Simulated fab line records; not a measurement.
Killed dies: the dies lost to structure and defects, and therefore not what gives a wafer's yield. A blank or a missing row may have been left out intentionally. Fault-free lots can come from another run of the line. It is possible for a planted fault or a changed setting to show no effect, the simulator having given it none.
The same fault as seen by 2 desks ; flow sfq-line ; every desk sees just its own numbers, and what lay behind them comes last

== FROM THE METROLOGY DESK ==
Lot by lot, what the gauges showed, no matter which tool ran the lot: averages of those sampled wafers that carry a number. Any lot whose mean is over 4 standard deviations away from the usual mean is out of limits and marked OUT; that distance is given in the brackets.
Columns: A = M7_OVL at SFQ_M7_OVL_MEAS_945, usual 2 nm; B = I7_BOW at SFQ_I7_BOW_MEAS_946, usual 9 um; C = I7_OVL at SFQ_I7_OVL_MEAS_947, usual -2 nm
lot;first seen here;A;B;C
L645;day 84 16:40;8;12;2
L649;day 85 17:52;5;37;6
L651;day 86 05:52;-3;6;3
L650;day 86 10:40;11;-10;-1
L652;day 86 20:16;0;20;-5
L653;day 86 22:40;5;1;-0
This desk found nothing out of limits on any of the 6 lots.

== THE TOOL OWNER'S DESK: litho-track-03 ==
The tool's own readings at SFQ_TRILAYER_I7_VIA_LITHO_COAT_192 (resist thk 62 nm): means of the sampled wafers that have a number, for each lot that ran on this tool. Any lot whose mean is over 4 standard deviations away from the usual mean is out of limits and marked OUT; that distance is given in the brackets.
Columns: A = resist-line-temp-C at SFQ_TRILAYER_I7_VIA_LITHO_COAT_192, usual 23.00 C; B = spin-speed-rpm at SFQ_TRILAYER_I7_VIA_LITHO_COAT_192, usual 2999.8 rpm
lot;first seen here;A;B
L645;day 85 00:37;23.00;2998.8
L649;day 85 23:21;23.04;3000.0
L651;day 86 12:42;23.00;3193.9 (+81) OUT
L650;day 86 16:44;22.85;3194.9 (+81) OUT
This desk's finding: out of limits on L650, L651; first on L651, day 86 12:42 (spin-speed-rpm at SFQ_TRILAYER_I7_VIA_LITHO_COAT_192). Within limits: L645, L649.

== ALL TOGETHER ==
The tool owner's desk had the chance to raise an alarm at day 86 12:42 on L650, L651.
Metrology desk: nothing out of limits seen.
The metrology desk holds a record of L650, L651, inside its limits.
All the named lots went through SFQ_TRILAYER_I7_VIA_LITHO_COAT_192 on litho-track-03.

== WHAT THE SIMULATOR PUT IN ==
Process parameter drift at SFQ_TRILAYER_I7_VIA_LITHO_COAT_192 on litho-track-03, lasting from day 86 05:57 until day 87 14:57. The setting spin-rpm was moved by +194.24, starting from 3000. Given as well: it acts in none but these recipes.
Shown lots that were struck: L650, L651.
How many hours passed from the start of the fault until each desk's first out-of-limits reading: the tool owner's desk, 7.
